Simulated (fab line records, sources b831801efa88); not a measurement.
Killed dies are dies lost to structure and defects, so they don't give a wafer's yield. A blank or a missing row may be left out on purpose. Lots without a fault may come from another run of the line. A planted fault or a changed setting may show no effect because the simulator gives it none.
A struck lot beside a sound one | flow gf180mcu | 16 steps out of a route of 602
Sound: wafers L189.2, L189.4, L189.6. Struck: wafers L186.1, L186.3, L186.4. The cause comes at the end.
At each step with rows: each side's tool, then ch and its chambers, then its first start. Under that, the readings that differ: sound wafers | struck wafers | difference of the means | sigmas: that difference in standard deviations of wafers without a fault.
alike: readings whose means differ by less than 2 such deviations, and words and numbers that are the same on both sides. not compared: withheld readings, readings that some wafer has no value for, bounds like >300 that may hide the same value, and numbers for which the record gives no deviation and whose values overlap.
The two part at a step that has a row with sigmas, a row that says differs or no value, or rows on one side only. Numbers that don't overlap but have no deviation are shown without sigmas and don't part them. A reading that every wafer of one side lacks parts them only if that side has two wafers or more.

GF_VT_IMPLANT_OVL_MEAS_18:
  sound on overlay-02, day 11 02:55; struck on overlay-01, day 10 06:13
  alike: VT_IMPLANT_01_OVL
then, 1 step without rows for these wafers: GF_VT_IMPLANT_IMPLANT_19.
GF_VT_IMPLANT_STRIP_20: strips in O2/N2.
  sound on plasma_asher-02 ch 0,1, day 11 03:05; struck on plasma_asher-04 ch 0,1, day 10 06:23
  alike: drypump_motor_current_A, heater_power_w, oes_product_au, strip_time_to_endpoint_s
  not compared: rf_hours_counter_h
GF_VT_IMPLANT_TW_MEAS_21:
  sound on film_metro-04, day 11 03:12; struck on film_metro-03, day 10 06:29
  alike: VT_IMPLANT_2_TW
then, 7 steps without rows for these wafers: GF_VT_IMPLANT_DEHYDRATE_22 (time 60 s); GF_VT_IMPLANT_HMDS_23 (prime time 60 s); GF_VT_IMPLANT_COAT_24 (resist thk 1000 nm); GF_VT_IMPLANT_SOFTBAKE_25 (time 60 s); GF_VT_IMPLANT_EXPOSE_26 (exposes mask LVPWELL HV AREA, target cd 860 nm); GF_VT_IMPLANT_PEB_27; GF_VT_IMPLANT_DEVELOP_28 (develop time 60 s).
GF_VT_IMPLANT_OVL_MEAS_29:
  sound on overlay-02, day 11 22:04; struck on overlay-02, day 11 01:01
  reading                | sound        | struck         | difference | sigmas
  VT_IMPLANT_02_OVL (nm) | 2.0 2.3 -0.6 | -2.3 -3.0 -1.3 | -3.4       | -2
GF_VT_IMPLANT_IMPLANT_30:
  sound on implanter-03 ch 0, day 11 22:07; struck on implanter-02, day 11 01:02
  no value came back on the struck wafers for beam_energy_keV, beam_on_s (s), dose_ions_cm2, tilt_deg (degrees); on the sound wafers beam_energy_keV reads 25.000 25.004 25.000
GF_VT_IMPLANT_STRIP_31: strips in O2/N2.
  sound on plasma_asher-04 ch 0,1, day 11 22:14; struck on plasma_asher-03 ch 0,1, day 11 01:11
  alike: drypump_motor_current_A, heater_power_w, oes_product_au, strip_time_to_endpoint_s
  not compared: rf_hours_counter_h
GF_VT_IMPLANT_TW_MEAS_32:
  sound on film_metro-01, day 11 22:21; struck on film_metro-04, day 11 01:17
  reading         | sound             | struck         | difference | sigmas
  VT_IMPLANT_3_TW | 272.1 270.9 270.1 | 29.9 30.1 30.0 | -241.0     | -99 or more
then, 1 step without rows for these wafers: GF_VT_IMPLANT_DEHYDRATE_33 (time 60 s).

WHERE THEY PART
First at GF_VT_IMPLANT_OVL_MEAS_29; last, within this record, at GF_VT_IMPLANT_TW_MEAS_32.

WHY: what the simulator had put in
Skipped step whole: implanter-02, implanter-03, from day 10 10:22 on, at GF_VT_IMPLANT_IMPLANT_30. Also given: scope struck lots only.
